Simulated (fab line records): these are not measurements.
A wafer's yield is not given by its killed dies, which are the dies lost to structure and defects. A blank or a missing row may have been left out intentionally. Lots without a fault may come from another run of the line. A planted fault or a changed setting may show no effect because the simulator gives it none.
Chamber matching	flow sky130	pecvd-02 running SKY_CONTACT_CVD_00: 3 sister chambers
The step deposits Si3N4, target thk 75 nm. 3 wafers are shown with their chamber, then 7 later ones without.

## WAFERS WITH THEIR CHAMBER
wafer	chamber	heater-power-w (W)
L851.5	2	526
L856.1	0	595
L856.3	1	891

## WAFERS WHOSE CHAMBER IS MISSING
wafer	heater-power-w (W)
L856.4	591
L859.2	616
L859.4	632
L859.6	823
L860.1	925
L860.3	644
L860.4	918

## THE CHAMBER EACH PASSED THROUGH
wafer	from the rows above	in truth
L856.4	can't be placed: 0 or 2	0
L859.2	can't be placed: 0 or 2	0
L859.4	can't be placed: 0 or 2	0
L859.6	1	1
L860.1	1	1
L860.3	can't be placed: 0 or 2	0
L860.4	1	1
3 of 7 placed correctly. From these rows, 4 cannot be placed; in 4 the true chamber is one of the candidates. Wrongly placed: 0.
How it was worked out, from the rows above alone: a wafer's distance from a chamber is the root of the sum, over the readings, of the square of ((its reading less the chamber's mean) divided by the reading's scatter). The wafer belongs to the nearest chamber; if the next one is less than 2 further off, it can't be placed. The mean given for a chamber averages the wafers shown for that chamber. The scatter: root of mean squared gap, hidden wafer to nearest shown wafer, with one shown wafer a chamber.
